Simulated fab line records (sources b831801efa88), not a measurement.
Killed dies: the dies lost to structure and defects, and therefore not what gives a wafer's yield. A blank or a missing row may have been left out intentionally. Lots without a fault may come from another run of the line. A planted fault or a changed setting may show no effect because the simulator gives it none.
fab line records	flow sky130
record: lots: 5	wafers: 15	last-day: 49
route steps=708 shown METAL5@676 PASSIVATION@681 PAD_OPEN@694
lots with no fault: from the same line, run without faults
start-h: the number of hours between the record's first day and the start of the first shown wafer of the lot	wait-h: hours from the lot's prior step to this one	" the same as in the row above	L1.1+2: a single row standing in for several wafers	- either no value or no given start	* or withheld: withheld	< > ~ a bound
route shown NAME@n: NAME is a module with steps in the file, n the number in the route of the first one	usual: the fault-free wafers' mean and standard deviation	same: alike in all rows	chamber/n: place in a boat	sites: the reading at each site	_std_site: the values' standard deviation	_edge_site: mean of outer sites minus mean of inner sites	radius-mm: how far each site lies from the wafer's centre	mask NAME#n: copy n	behind: tool/chamber where the wafer was last shaped	hold: cause of the lot's hold/its duration in hours/its outcome	device: transistor that didn't switch, given as n, p or np	end of line: the tests these same wafers got at the end of their route	for a step that has no rows: nothing shown but its recipe	killed: the dies lost at the first sort to structure and to defects; this is not the yield of the wafer	map: dies across one wafer; x = killed, . = not, _ = none there
set.NAME: the run value of the setting; set.NAME@STEP: its run value at that earlier step	model.NAME: the simulator's own value behind a step, which no gauge read
lots at selected steps of the route; one table per step, one row per wafer
services: the hour from which a tool's chamber was out of use, counted from the record's first day as start-h (under 0 if before that day), plus the number of hours and why
== steps ==
step: SKY_METAL5_METAL_ETCH_15
recipe: target-depth-a: 12600	stop-on: SiO2	over-etch-frac: 0.2	time-s: 252	chemistry: Cl2/BCl3	resist-sidewall-deg: 86	pressure-mtorr: 10	icp-w: 900	bias-w: 48.5	Cl2_flow_sccm: 60	bcl3-flow-sccm: 30
usual: chamber-pressure-mTorr: 9.999/0.0093	drypump-motor-current-A: 5.8/0.5	oes-product-au: 0.894/0.0053	throttle-valve-pct: 22.263/0.0084
lot.wafer	tool	chamber	start-h	wait-h	chamber-pressure-mTorr	drypump-motor-current-A	oes-product-au	rf-hours-counter-h	throttle-valve-pct
L085.1	rie-metal-04	1	1088.49	0.0	9.995	6.5	0.897	21	22.248
L085.3	"	1	"	"	10.015	6.5	0.893	-	22.254
L085.6	"	1	"	"	10.022	6.5	0.884	-	22.261
L089.1	rie-metal-04	0	1114.44	0.0	10.015	6.2	0.895	27	22.254
L089.2	"	1	"	"	10.000	6.5	0.897	23	22.263
L089.4	"	1	"	"	9.976	6.6	0.894	-	22.255
L090.3	rie-metal-02	1	1129.52	0.1	10.012	5.7	0.900	-	22.260
L090.4	"	0	"	"	10.002	5.1	0.895	-	22.257
L090.5	"	1	"	"	10.002	5.7	0.907	-	22.267
L092.2	rie-metal-03	1	1147.74	0.0	10.000	5.9	0.894	18	22.262
L092.3	"	1	"	"	9.990	6.0	0.896	-	22.247
L092.4	"	0	"	"	10.006	5.5	0.894	-	22.266
L093.2	rie-metal-04	0	1149.43	0.0	10.018	6.3	0.893	29	22.265
L093.3	"	0	"	"	9.983	6.3	0.898	-	22.267
L093.5	"	1	"	"	9.991	6.5	0.896	-	22.267
step: SKY_METAL5_STRIP_16
recipe: chemistry: O2/N2	power-w: 1400	pressure-mtorr: 1500	platen-temp-c: withheld	o2-flow-sccm: 3000	n2-flow-sccm: 300	overash-fraction: 0.5
usual: chamber-pressure-mTorr: 1499.9/1.3	drypump-motor-current-A: 6.0/0.43	oes-product-au: 0.711/0.0038	strip-time-to-endpoint-s: 13.08/0.11
lot.wafer	tool	chamber	start-h	wait-h	chamber-pressure-mTorr	drypump-motor-current-A	oes-product-au	rf-hours-counter-h	strip-time-to-endpoint-s
L085.1	plasma-asher-04	0	1088.80	0.2	1499.1	5.7	0.712	2	13.22
L085.3	"	1	"	"	1501.4	6.6	0.714	-	13.15
L085.6	"	1	"	"	1500.5	6.6	0.717	-	13.19
L089.1	plasma-asher-02	1	1114.67	0.2	1498.9	6.9	0.710	67	13.22
L089.2	"	0	"	"	1500.3	6.0	0.711	67	13.01
L089.4	"	0	"	"	1498.9	6.1	0.716	-	13.02
L090.3	plasma-asher-01	0	1129.71	0.1	1498.6	6.1	0.705	-	13.07
L090.4	"	1	"	"	1501.9	5.6	0.717	-	13.04
L090.5	"	1	"	"	1502.7	5.6	0.703	-	13.08
L092.2	plasma-asher-02	0	1147.97	0.2	1501.1	6.1	0.702	71	13.11
L092.3	"	0	"	"	1498.9	6.1	0.713	-	13.17
L092.4	"	1	"	"	1500.9	6.8	0.713	-	13.15
L093.2	plasma-asher-02	0	1149.67	0.2	1500.9	6.1	0.713	71	13.26
L093.3	"	0	"	"	1499.2	6.1	0.708	-	13.24
L093.5	"	0	"	"	1501.3	6.0	0.714	-	13.11
step: SKY_METAL5_STRIP_17
recipe: chemistry: post-etch-residue-remover	time-s: 1200	temp-c: 72.5
lot.wafer	tool	chamber	start-h	wait-h
L085.1+3+6	wet-bench-02	0	1088.90	0.1
L089.1+2+4	wet-bench-04	3	1114.77	0.1
L090.3+4+5	wet-bench-04	3	1129.77	0.0
L092.2+3+4	wet-bench-01	2	1148.10	0.1
L093.2+3+5	wet-bench-02	2	1149.77	0.1
step: SKY_METAL5_CLEAN_18
recipe: chemistry: IPA	time-s: 180	temp-c: 25
lot.wafer	tool	chamber	start-h	wait-h
L085.1+3+6	wet-bench-01	3	1089.28	0.0
L089.1+2+4	wet-bench-04	1	1115.12	0.0
L090.3+4+5	wet-bench-04	0	1130.12	0.0
L092.2+3+4	wet-bench-02	2	1148.44	0.0
L093.2+3+5	wet-bench-04	3	1150.11	0.0
step: SKY_METAL5_CLEAN_19
recipe: chemistry: O3/DIW	dry: n2-spin
lot.wafer	tool	chamber	start-h	wait-h
L085.1+3+6	wet-bench-04	1	1089.34	0.0
L089.1+2+4	wet-bench-04	2	1115.17	0.0
L090.3+4+5	wet-bench-04	0	1130.17	0.0
L092.2+3+4	wet-bench-01	1	1148.50	0.0
L093.2+3+5	wet-bench-02	1	1150.17	0.0
step: SKY_PASSIVATION_CVD_00
recipe: material: SiO2	target-thk-nm: 90	temp-c: 400	time-s: withheld	rf-w: 600
usual: heater-power-w: 673/96
lot.wafer	tool	chamber	start-h	wait-h	heater-power-w
L085.1	pecvd-02	2	1089.43	0.0	624
L085.3	"	2	"	"	629
L085.6	"	2	"	"	624
L089.1	pecvd-04	1	1115.27	0.0	623
L089.2	"	2	"	"	503
L089.4	"	2	"	"	503
L090.3	pecvd-02	0	1130.27	0.0	676
L090.4	"	1	"	"	551
L090.5	"	2	"	"	676
L092.2	pecvd-03	1	1148.59	0.0	793
L092.3	"	0	"	"	722
L092.4	"	1	"	"	819
L093.2	pecvd-04	0	1150.26	0.0	668
L093.3	"	2	"	"	560
L093.5	"	1	"	"	690
step: SKY_PASSIVATION_THK_MEAS_01
recipe: reads: SiO2_of_PASSIVATION_CVD_00
usual: PASSIVATION_CVD_00_THK: 90.2/1.2
lot.wafer	tool	chamber	start-h	wait-h	PASSIVATION_CVD_00_THK[nm]
L085.1	film-metro-03	-	1089.61	-	89.8
L085.3	"	-	"	"	90.9
L085.6	"	-	"	"	92.1
L089.1	film-metro-04	-	1115.29	-	88.2
L089.2	"	-	"	"	90.0
L089.4	"	-	"	"	91.1
L090.3	film-metro-03	-	1130.31	-	90.2
L090.4	"	-	"	"	92.5
L090.5	"	-	"	"	91.8
L092.2	film-metro-04	-	1148.62	-	89.6
L092.3	"	-	"	"	89.4
L092.4	"	-	"	"	90.1
L093.2	film-metro-04	-	1150.29	-	90.9
L093.3	"	-	"	"	90.6
L093.5	"	-	"	"	90.9
step: SKY_PASSIVATION_CVD_02
recipe: material: Si3N4	target-thk-nm: 540	temp-c: 400	time-s: withheld	rf-w: 450
usual: heater-power-w: 721/95
lot.wafer	tool	chamber	start-h	wait-h	heater-power-w
L085.1	pecvd-04	2	1089.67	0.1	559
L085.3	"	2	"	"	588
L085.6	"	2	"	"	613
L089.1	pecvd-03	2	1115.35	0.1	864
L089.2	"	0	"	"	806
L089.4	"	1	"	"	780
L090.3	pecvd-04	0	1130.35	0.0	742
L090.4	"	0	"	"	630
L090.5	"	1	"	"	673
L092.2	pecvd-02	0	1148.67	0.0	719
L092.3	"	1	"	"	639
L092.4	"	0	"	"	744
L093.2	pecvd-03	1	1150.34	0.0	807
L093.3	"	0	"	"	796
L093.5	"	0	"	"	805
step: SKY_PASSIVATION_THK_MEAS_03
recipe: reads: Si3N4_of_PASSIVATION_CVD_02
usual: PASSIVATION_CVD_02_THK: 541/6.8
lot.wafer	tool	chamber	start-h	wait-h	PASSIVATION_CVD_02_THK[nm]
L085.1	film-metro-04	-	1090.01	-	529
L085.3	"	-	"	"	541
L085.6	"	-	"	"	539
L089.1	film-metro-04	-	1115.57	-	549
L089.2	"	-	"	"	548
L089.4	"	-	"	"	555
L090.3	film-metro-01	-	1130.59	-	529
L090.4	"	-	"	"	551
L090.5	"	-	"	"	553
L092.2	film-metro-04	-	1148.91	-	533
L092.3	"	-	"	"	535
L092.4	"	-	"	"	545
L093.2	film-metro-04	-	1150.57	-	534
L093.3	"	-	"	"	542
L093.5	"	-	"	"	549
step: SKY_PASSIVATION_DEHYDRATE_04
recipe: temp-c: 200	time-s: 60
lot.wafer	tool	chamber	start-h	wait-h
L085.1+3+6	litho-track-04	0	1100.55	10.5
L089.1+2+4	litho-track-02	0	1125.75	10.2
L090.3+4+5	litho-track-02	0	1138.96	8.4
L092.2+3+4	litho-track-02	0	1156.08	7.2
L093.2+3+5	litho-track-03	0	1158.52	7.9
step: SKY_PASSIVATION_HMDS_05
recipe: prime-time-s: 60	prime-temp-c: 120
lot.wafer	tool	chamber	start-h	wait-h
L085.1+3+6	litho-track-04	0	1100.70	0.1
L089.1+2+4	litho-track-02	0	1125.90	0.1
L090.3+4+5	litho-track-02	0	1139.11	0.1
L092.2+3+4	litho-track-02	0	1156.23	0.1
L093.2+3+5	litho-track-03	0	1158.67	0.1
step: SKY_PASSIVATION_COAT_06
recipe: spin-rpm: 2000	resist-thk-nm: 3000
lot.wafer	tool	chamber	start-h	wait-h
L085.1+3+6	litho-track-04	0	1100.85	0.1
L089.1+2+4	litho-track-02	0	1126.05	0.1
L090.3+4+5	litho-track-02	0	1139.26	0.1
L092.2+3+4	litho-track-02	0	1156.38	0.1
L093.2+3+5	litho-track-03	0	1158.82	0.1
step: SKY_PASSIVATION_SOFTBAKE_07
recipe: temp-c: 110	time-s: withheld
lot.wafer	tool	chamber	start-h	wait-h
L085.1+3+6	litho-track-04	0	1101.00	0.1
L089.1+2+4	litho-track-02	0	1126.20	0.1
L090.3+4+5	litho-track-02	0	1139.42	0.1
L092.2+3+4	litho-track-02	0	1156.54	0.1
L093.2+3+5	litho-track-03	0	1158.98	0.1
step: SKY_PASSIVATION_EXPOSE_08
recipe: mask-id: NSM	target-cd-nm: 3000	na: 0.57	dose-mj: 260
lot.wafer	tool	chamber	start-h	wait-h	mask
L085.1+3+6	iline-stepper-02	0	-	-	NSM#0
L089.1+2+4	iline-stepper-02	0	-	-	NSM#0
L090.3+4+5	iline-stepper-01	0	-	-	NSM#0
L092.2+3+4	iline-stepper-01	0	-	-	NSM#0
L093.2+3+5	iline-stepper-01	0	-	-	NSM#0
step: SKY_PASSIVATION_PEB_09
recipe: temp-c: 115	time-s: withheld
lot.wafer	tool	chamber	start-h	wait-h
L085.1+3+6	litho-track-04	0	-	-
L089.1+2+4	litho-track-04	0	-	-
L090.3+4+5	litho-track-04	0	-	-
L092.2+3+4	litho-track-03	0	-	-
L093.2+3+5	litho-track-02	0	-	-
step: SKY_PASSIVATION_DEVELOP_10
recipe: develop-time-s: 60	dev-temp-c: 23
lot.wafer	tool	chamber	start-h	wait-h
L085.1+3+6	litho-track-04	0	-	-
L089.1+2+4	litho-track-04	0	-	-
L090.3+4+5	litho-track-04	0	-	-
L092.2+3+4	litho-track-03	0	-	-
L093.2+3+5	litho-track-02	0	-	-
step: SKY_PASSIVATION_ETCH_11
recipe: chemistry: CF4/O2	target-depth-nm: 725	stop-on: AlCu	source-w: 800	bias-w: 150	pressure-mtorr: 150	cf4-flow-sccm: 80	O2_flow_sccm: 10	time-s: 161.1
usual: chamber-pressure-mTorr: 150.01/0.13	drypump-motor-current-A: 5.6/0.42	oes-product-au: 0.980/0.0072	throttle-valve-pct: 5.965/0.0089
lot.wafer	tool	chamber	start-h	wait-h	chamber-pressure-mTorr	drypump-motor-current-A	oes-product-au	rf-hours-counter-h	throttle-valve-pct
L085.1	rie-diel-03	1	1110.65	-	150.24	5.6	0.968	13	5.964
L085.3	"	2	"	"	150.03	5.6	0.976	19	5.962
L085.6	"	0	"	"	150.00	5.1	0.970	-	5.978
L089.1	rie-diel-04	1	1134.90	-	150.12	5.5	0.981	28	5.975
L089.2	"	3	"	"	150.07	5.8	0.988	18	5.951
L089.4	"	0	"	"	150.12	6.4	0.993	26	5.970
L090.3	rie-diel-04	0	1148.85	-	150.08	6.5	0.978	26	5.972
L090.4	"	2	"	"	149.74	5.9	0.991	19	5.967
L090.5	"	0	"	"	149.74	6.5	0.982	-	5.959
L092.2	rie-diel-03	0	1166.10	-	149.74	5.1	0.981	23	5.965
L092.3	"	2	"	"	149.94	5.6	0.973	21	5.963
L092.4	"	3	"	"	150.07	4.9	0.978	16	5.956
L093.2	rie-diel-02	2	1167.65	-	149.88	5.9	0.975	13	5.964
L093.3	"	3	"	"	149.98	5.6	0.986	19	5.968
L093.5	"	1	"	"	149.97	5.8	0.987	-	5.976
step: SKY_PASSIVATION_STRIP_12
recipe: chemistry: O2/N2	power-w: 1400	pressure-mtorr: 1500	platen-temp-c: withheld	overash-fraction: 0.7	o2-flow-sccm: 3000	n2-flow-sccm: 300
usual: chamber-pressure-mTorr: 1499.8/1.4	drypump-motor-current-A: 6.0/0.53	oes-product-au: 0.660/0.0043	strip-time-to-endpoint-s: 31.48/0.13
lot.wafer	tool	chamber	start-h	wait-h	chamber-pressure-mTorr	drypump-motor-current-A	oes-product-au	rf-hours-counter-h	strip-time-to-endpoint-s
L085.1	plasma-asher-02	1	1110.75	0.1	1499.7	6.8	0.659	67	31.55
L085.3	"	0	"	"	1499.0	6.1	0.660	-	31.55
L085.6	"	1	"	"	1500.7	6.8	0.665	-	31.46
L089.1	plasma-asher-03	1	1135.00	0.1	1500.0	5.3	0.659	108	31.18
L089.2	"	0	"	"	1499.0	5.8	0.657	108	31.23
L089.4	"	0	"	"	1498.9	5.8	0.662	-	31.36
L090.3	plasma-asher-02	1	1148.99	0.1	1501.0	6.9	0.659	-	31.49
L090.4	"	0	"	"	1501.3	6.1	0.652	-	31.52
L090.5	"	0	"	"	1501.3	6.1	0.655	-	31.57
L092.2	plasma-asher-04	1	1166.20	0.1	1499.2	6.6	0.656	5	31.50
L092.3	"	1	"	"	1500.4	6.6	0.661	-	31.44
L092.4	"	0	"	"	1500.1	5.6	0.664	-	31.43
L093.2	plasma-asher-04	0	1167.76	0.1	1500.3	5.7	0.665	5	31.34
L093.3	"	0	"	"	1502.9	5.7	0.658	-	31.32
L093.5	"	1	"	"	1498.7	6.6	0.663	-	31.28
step: SKY_PAD_OPEN_DEHYDRATE_00
recipe: temp-c: 200	time-s: 60
lot.wafer	tool	chamber	start-h	wait-h
L085.1+3+6	litho-track-04	0	1119.65	8.9
L089.1+2+4	litho-track-03	0	1143.95	8.9
L090.3+4+5	litho-track-01	0	1155.95	6.9
L092.2+3+4	litho-track-04	0	1173.52	7.3
L093.2+3+5	litho-track-01	0	1174.67	6.9
step: SKY_PAD_OPEN_HMDS_01
recipe: prime-time-s: 60	prime-temp-c: 120
lot.wafer	tool	chamber	start-h	wait-h
L085.1+3+6	litho-track-04	0	1119.80	0.1
L089.1+2+4	litho-track-03	0	1144.10	0.1
L090.3+4+5	litho-track-01	0	1156.10	0.1
L092.2+3+4	litho-track-04	0	1173.67	0.1
L093.2+3+5	litho-track-01	0	1174.82	0.1
step: SKY_PAD_OPEN_COAT_02
recipe: spin-rpm: 2000	resist-thk-nm: 3000
lot.wafer	tool	chamber	start-h	wait-h
L085.1+3+6	litho-track-04	0	1119.95	0.1
L089.1+2+4	litho-track-03	0	1144.25	0.1
L090.3+4+5	litho-track-01	0	1156.25	0.1
L092.2+3+4	litho-track-04	0	1173.82	0.1
L093.2+3+5	litho-track-01	0	1174.97	0.1
step: SKY_PAD_OPEN_SOFTBAKE_03
recipe: temp-c: 110	time-s: withheld
lot.wafer	tool	chamber	start-h	wait-h
L085.1+3+6	litho-track-04	0	1120.10	0.1
L089.1+2+4	litho-track-03	0	1144.40	0.1
L090.3+4+5	litho-track-01	0	1156.41	0.1
L092.2+3+4	litho-track-04	0	1173.98	0.1
L093.2+3+5	litho-track-01	0	1175.13	0.1
step: SKY_PAD_OPEN_EXPOSE_04
recipe: mask-id: PDM	target-cd-nm: 60000	na: 0.57	dose-mj: 260
lot.wafer	tool	chamber	start-h	wait-h	mask
L085.1+3+6	iline-stepper-01	0	-	-	PDM#0
L089.1+2+4	iline-stepper-01	0	-	-	PDM#0
L090.3+4+5	iline-stepper-01	0	-	-	PDM#0
L092.2+3+4	iline-stepper-02	0	-	-	PDM#0
L093.2+3+5	iline-stepper-01	0	-	-	PDM#0
step: SKY_PAD_OPEN_PEB_05
recipe: temp-c: 115	time-s: withheld
lot.wafer	tool	chamber	start-h	wait-h
L085.1+3+6	litho-track-03	0	-	-
L089.1+2+4	litho-track-03	0	-	-
L090.3+4+5	litho-track-03	0	-	-
L092.2+3+4	litho-track-04	0	-	-
L093.2+3+5	litho-track-03	0	-	-
step: SKY_PAD_OPEN_DEVELOP_06
recipe: develop-time-s: 60	dev-temp-c: 23
lot.wafer	tool	chamber	start-h	wait-h
L085.1+3+6	litho-track-03	0	-	-
L089.1+2+4	litho-track-03	0	-	-
L090.3+4+5	litho-track-03	0	-	-
L092.2+3+4	litho-track-04	0	-	-
L093.2+3+5	litho-track-03	0	-	-
step: SKY_PAD_OPEN_ETCH_07
recipe: chemistry: CF4/O2	target-depth-nm: 725	stop-on: AlCu	source-w: 800	bias-w: 150	pressure-mtorr: 150	cf4-flow-sccm: 80	O2_flow_sccm: 10	time-s: 161.1
usual: chamber-pressure-mTorr: 150.01/0.15	drypump-motor-current-A: 5.7/0.38	oes-product-au: 0.978/0.0066	throttle-valve-pct: 5.965/0.0084
lot.wafer	tool	chamber	start-h	wait-h	chamber-pressure-mTorr	drypump-motor-current-A	oes-product-au	rf-hours-counter-h	throttle-valve-pct
L085.1	rie-diel-03	0	1130.14	-	150.14	5.1	0.969	21	5.985
L085.3	"	2	"	"	149.71	5.7	0.974	20	5.944
L085.6	"	2	"	"	149.94	5.7	0.968	-	5.973
L089.1	rie-diel-01	2	1153.40	-	150.05	6.1	0.977	17	5.962
L089.2	"	3	"	"	150.04	5.4	0.984	25	5.970
L089.4	"	0	"	"	149.72	5.8	0.986	2	5.965
L090.3	rie-diel-01	2	1165.75	-	149.87	6.1	0.960	18	5.956
L090.4	"	1	"	"	150.24	5.5	0.983	-	5.964
L090.5	"	3	"	"	149.91	5.5	0.993	-	5.969
L092.2	rie-diel-03	0	1182.65	-	149.92	5.1	0.978	23	5.960
L092.3	"	3	"	"	149.90	5.0	0.982	17	5.971
L092.4	"	1	"	"	149.80	5.6	0.977	15	5.970
L093.2	rie-diel-01	0	1184.25	-	150.09	5.8	0.973	2	5.964
L093.3	"	2	"	"	150.01	6.1	0.976	19	5.968
L093.5	"	1	"	"	150.15	5.5	0.975	-	5.957
step: SKY_PAD_OPEN_STRIP_08
recipe: chemistry: O2/N2	power-w: 1400	pressure-mtorr: 1500	platen-temp-c: withheld	overash-fraction: 0.7	o2-flow-sccm: 3000	n2-flow-sccm: 300
usual: chamber-pressure-mTorr: 1500.0/1.4	drypump-motor-current-A: 5.8/0.39	oes-product-au: 0.663/0.0044	strip-time-to-endpoint-s: 37.09/0.095
lot.wafer	tool	chamber	start-h	wait-h	chamber-pressure-mTorr	drypump-motor-current-A	oes-product-au	rf-hours-counter-h	strip-time-to-endpoint-s
L085.1	plasma-asher-03	0	1130.25	0.1	1501.5	5.8	0.656	107	37.17
L085.3	"	1	"	"	1501.8	5.3	0.668	-	37.16
L085.6	"	0	"	"	1496.8	5.8	0.662	-	37.04
L089.1	plasma-asher-03	0	1153.50	0.1	1499.5	5.8	0.664	110	37.02
L089.2	"	1	"	"	1499.4	5.3	0.667	110	37.12
L089.4	"	1	"	"	1500.8	5.3	0.668	-	37.07
L090.3	plasma-asher-04	0	1165.88	0.1	1502.4	5.7	0.666	-	37.37
L090.4	"	1	"	"	1497.1	6.6	0.663	-	37.23
L090.5	"	1	"	"	1498.6	6.6	0.667	-	37.29
L092.2	plasma-asher-01	1	1182.75	0.1	1501.9	5.6	0.658	45	37.20
L092.3	"	0	"	"	1500.0	6.1	0.658	-	37.08
L092.4	"	1	"	"	1498.8	5.6	0.667	-	37.09
L093.2	plasma-asher-04	0	1184.35	0.1	1500.1	5.7	0.664	7	37.13
L093.3	"	1	"	"	1501.0	6.6	0.670	-	37.06
L093.5	"	0	"	"	1500.1	5.7	0.662	-	37.17
step: SKY_PAD_OPEN_STRIP_09
recipe: chemistry: post-etch-residue-remover	time-s: 1200	temp-c: 72.5
lot.wafer	tool	chamber	start-h	wait-h
L085.1+3+6	wet-bench-04	1	1130.35	0.1
L089.1+2+4	wet-bench-04	0	1153.60	0.1
L090.3+4+5	wet-bench-02	3	1165.95	0.0
L092.2+3+4	wet-bench-02	2	1182.85	0.1
L093.2+3+5	wet-bench-02	2	1184.45	0.1
step: SKY_PAD_OPEN_CLEAN_10
recipe: chemistry: IPA	time-s: 180	temp-c: 25
lot.wafer	tool	chamber	start-h	wait-h
L085.1+3+6	wet-bench-02	3	1130.69	0.0
L089.1+2+4	wet-bench-02	2	1153.98	0.0
L090.3+4+5	wet-bench-03	1	1166.29	0.0
L092.2+3+4	wet-bench-02	1	1183.23	0.0
L093.2+3+5	wet-bench-02	0	1184.82	0.0
step: SKY_PAD_OPEN_CLEAN_11
recipe: chemistry: O3/DIW	dry: n2-spin
lot.wafer	tool	chamber	start-h	wait-h
L085.1+3+6	wet-bench-04	0	1130.76	0.0
L089.1+2+4	wet-bench-02	0	1154.10	0.1
L090.3+4+5	wet-bench-04	1	1166.35	0.0
L092.2+3+4	wet-bench-02	2	1183.29	0.0
L093.2+3+5	wet-bench-03	0	1184.89	0.0
step: SKY_PAD_OPEN_ANNEAL_12
recipe: temp-c: 400	time-s: withheld	ambient: N2/H2	idle-temp-c: 300	ramp-up-c-per-min: 8	ramp-down-c-per-min: 4
usual: zone-power-lower-pct: 4.9/0.43
lot.wafer	tool	chamber	start-h	wait-h	zone-power-lower-pct
L085.1	furnace-01	0	1130.85	0.0	4.6
L085.3	"	0	"	"	4.5
L085.6	"	0	"	"	4.5
L089.1	furnace-02	0	1154.19	0.0	5.3
L089.2	"	0	"	"	5.3
L089.4	"	0	"	"	5.3
L090.3	furnace-01	0	1166.44	0.0	4.5
L090.4	"	0	"	"	4.5
L090.5	"	0	"	"	4.6
L092.2	furnace-01	0	1183.39	0.0	4.5
L092.3	"	0	"	"	4.4
L092.4	"	0	"	"	4.4
L093.2	furnace-02	0	1184.98	0.0	5.4
L093.3	"	0	"	"	5.4
L093.5	"	0	"	"	5.4
step: SKY_PAD_OPEN_BOW_MEAS_13
recipe: mode: bow
usual: PAD_OPEN_BOW: 47/8.6
lot.wafer	tool	chamber	start-h	wait-h	PAD_OPEN_BOW[um]
L085.1	film-metro-03	-	1132.35	-	50
L085.3	"	-	"	"	48
L085.6	"	-	"	"	32
L089.1	film-metro-02	-	1155.69	-	31
L089.2	"	-	"	"	44
L089.4	"	-	"	"	36
L090.3	film-metro-01	-	1167.98	-	57
L090.4	"	-	"	"	58
L090.5	"	-	"	"	67
L092.2	film-metro-01	-	1184.91	-	49
L092.3	"	-	"	"	39
L092.4	"	-	"	"	47
L093.2	film-metro-02	-	1186.50	-	43
L093.3	"	-	"	"	50
L093.5	"	-	"	"	38
== services ==
tool	chamber	start-h	hours	kind
pecvd-02	-	1064.79	0.7	repair
iline-stepper-02	-	1066.74	1.7	pm
rie-diel-01	1	1074.85	7.2	repair
rie-diel-01	-	1081.14	0.6	repair
pecvd-02	0	1081.77	13.8	repair
furnace-01	-	1083.11	4.3	pm
plasma-asher-03	-	1084.36	4.3	repair
plasma-asher-04	-	1099.49	8.6	repair
rie-diel-03	3	1107.77	2.6	repair
plasma-asher-04	-	1108.71	2.5	repair
iline-stepper-01	-	1117.47	1.7	pm
pecvd-03	-	1119.74	0.8	pm
rie-metal-04	-	1119.83	14.6	pm
rie-diel-03	-	1122.63	0.4	repair
plasma-asher-04	-	1128.33	36.4	repair
plasma-asher-04	-	1135.74	5.6	repair
rie-diel-01	3	1142.47	1.4	repair
rie-diel-01	0	1144.53	5.4	repair
plasma-asher-04	-	1146.75	1.2	repair
iline-stepper-02	-	1154.88	7.8	repair
pecvd-03	1	1159.34	5.0	repair
plasma-asher-02	-	1175.72	2.8	repair
pecvd-04	-	1178.11	1.1	repair
wet-bench-04	-	1178.30	8.2	repair
== key ==
fault none
